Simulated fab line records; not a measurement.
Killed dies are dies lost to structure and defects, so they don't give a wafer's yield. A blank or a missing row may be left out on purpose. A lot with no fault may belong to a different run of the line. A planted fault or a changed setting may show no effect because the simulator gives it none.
A lot that was struck, set against a sound lot    flow sky130    22 steps out of a route of 708
Sound: the wafers L412.2, L412.5, L412.6. Struck: wafer L420.1 (L420.2, L420.3, from the same lot, were not struck and are left out); the cause is given at the end.
At each step with rows: each side's tool, then ch and its chambers, then its first start. Under that, the readings that differ: sound wafers    struck wafers    difference of the means    sigmas: that difference in standard deviations of wafers without a fault.
alike: same words and numbers on both sides, and readings whose means sit less than 2 such deviations apart. not compared: any withheld reading, any reading some wafer has no value for, any bound like >300 that may hide the same value, and any number with overlapping values for which the record gives no deviation.
A row with sigmas, a row that says differs or no value, or rows on one side alone: a step with any of these is where the two part. When numbers do not overlap yet have no deviation, they are printed without sigmas and do not part them. A reading that every wafer of one side lacks parts them only if that side has two wafers or more.

first, 1 step without rows for these wafers: SKY_LOCAL_INTERCONNECT_CLEAN_18 (cleans in O3/DIW).
SKY_CONTACT_CVD_00: deposits Si3N4, target thk 75 nm.
  sound on pecvd-02 ch 1,2, day 33 00:37; struck on pecvd-01 ch 0, day 35 15:07
  alike: heater-power-w
SKY_CONTACT_THK_MEAS_01:
  struck on film-metro-01, day 35 15:10; sound on film-metro-04, day 33 00:40
  alike: CONTACT_CVD_00_THK
then, 1 step without rows for these wafers: SKY_CONTACT_HDPCVD_02 (deposits SiO2, target thk 565 nm, time 94.2 s).
SKY_CONTACT_THK_MEAS_03:
  struck on film-metro-04, day 35 15:17; sound on film-metro-01, day 33 00:48
reading                  sound        struck  difference  sigmas
CONTACT_HDPCVD_THK (nm)  580 573 572  556     -19         -3
SKY_CONTACT_CMP_04: polishes SiO2.
  sound on cmp-01 ch 0,1,3, day 33 01:00; struck on cmp-01 ch 0, day 35 15:23
  alike: motor-current-A, time-to-endpoint-s
SKY_CONTACT_BOW_MEAS_05:
  struck on film-metro-01, day 35 15:38; sound on film-metro-03, day 33 01:10
  alike: CONTACT_BOW
then, 5 steps without rows for these wafers: SKY_CONTACT_DEHYDRATE_06 (time 60 s); SKY_CONTACT_HMDS_07 (prime time 60 s); SKY_CONTACT_COAT_08 (resist thk 60 nm); SKY_CONTACT_COAT_09 (resist thk 450 nm); SKY_CONTACT_SOFTBAKE_10 (time 90 s).
SKY_CONTACT_EXPOSE_11: exposes mask CTM1, target cd 170 nm.
  sound on krf-scanner-02 ch 0, day 33 14:53; struck on krf-scanner-02 ch 0, day 36 05:47
reading               sound        struck  difference  sigmas
focus-offset-nm (nm)  0.3 1.8 0.5  -0.5    -1.4        -3
  alike: mask, exposure-dose-mJ-cm2
then, 2 steps without rows for these wafers: SKY_CONTACT_PEB_12; SKY_CONTACT_DEVELOP_13 (develop time 60 s).
SKY_CONTACT_CD_MEAS_14: target cd 170 nm.
  struck on cd-sem-02, day 36 18:07; sound on cd-sem-02, day 34 04:14
reading     sound              struck  difference  sigmas
cd-nm (nm)  169.8 168.8 169.4  136.1   -33.2       -21
SKY_CONTACT_OVL_MEAS_15:
  struck on overlay-01, day 36 18:14; sound on overlay-02, day 34 04:20
  alike: CONTACT_OVL
SKY_CONTACT_ETCH_16: etches BARC in N2/H2, stops on SiO2, time 45.9 s, target depth 60 nm.
  sound on rie-diel-02 ch 0,1,2, day 34 04:22; struck on rie-diel-01 ch 0, day 36 18:16
reading                      sound                 struck  difference  sigmas
drypump-motor-current-A (A)  5.6 4.7 5.9           6.4     +1.0        +2
throttle-valve-pct (%)       13.222 13.227 13.239  13.205  -0.024      -3
model.CONTACT.cd-nm (nm)     169.3 168.8 169       135.7   -33.3       
  alike: bias-w, n2-flow-sccm, oes-product-au
  not compared: rf-hours-counter-h
SKY_CONTACT_ETCH_17: etches SiO2 in C4F8/O2/Ar, stops on Si3N4, target depth 340 nm.
  sound on rie-diel-02 ch 0,1,2, day 34 04:25; struck on rie-diel-01 ch 0, day 36 18:19
  alike: bias-w, oes-product-au
SKY_CONTACT_ETCH_18: etches Si3N4 in CHF3/O2, stops on TiN, time 39 s, target depth 75 nm.
  sound on rie-diel-02 ch 0,1,2; struck on rie-diel-01 ch 0
reading                      sound            struck  difference  sigmas
drypump-motor-current-A (A)  5.6 4.7 5.8      6.4     +1.0        +2
model.CONTACT.cd-nm (nm)     169.3 168.5 169  135.7   -33.2       
  alike: bias-w, chf3-flow-sccm, oes-product-au, throttle-valve-pct
  not compared: rf-hours-counter-h
SKY_CONTACT_STRIP_19: strips in O2/N2.
  sound on plasma-asher-02 ch 0,1, day 34 04:30; struck on plasma-asher-03 ch 0, day 36 18:24
  alike: drypump-motor-current-A, n2-flow-sccm, oes-product-au, strip-time-to-endpoint-s
  not compared: rf-hours-counter-h
-- the record jumps here: 13 days lie between the struck wafers' starts before and after (it left off in module CONTACT and takes up again in module PAD_OPEN, whose first step shown is number 708 of the route) --
SKY_PAD_OPEN_PROBE_99:
  struck on prober-02, day 49 19:13; sound on prober-02, day 48 01:59
reading             sound      struck  difference  sigmas
killed-at-contacts  28 26 29   336     +308        +63
killed-dies         79 87 112  409     +316        +36
killed-on-rim       17 10 25   93      +76         +19
  alike: killed_at_M0_to_M3, killed_at_M4_up, killed-at-front-end, killed-at-other, killed-open, killed-short

== WHERE THEY PART ==
At SKY_CONTACT_THK_MEAS_03 first; at SKY_PAD_OPEN_PROBE_99 last (within this record only).

WHY: what the simulator had put in
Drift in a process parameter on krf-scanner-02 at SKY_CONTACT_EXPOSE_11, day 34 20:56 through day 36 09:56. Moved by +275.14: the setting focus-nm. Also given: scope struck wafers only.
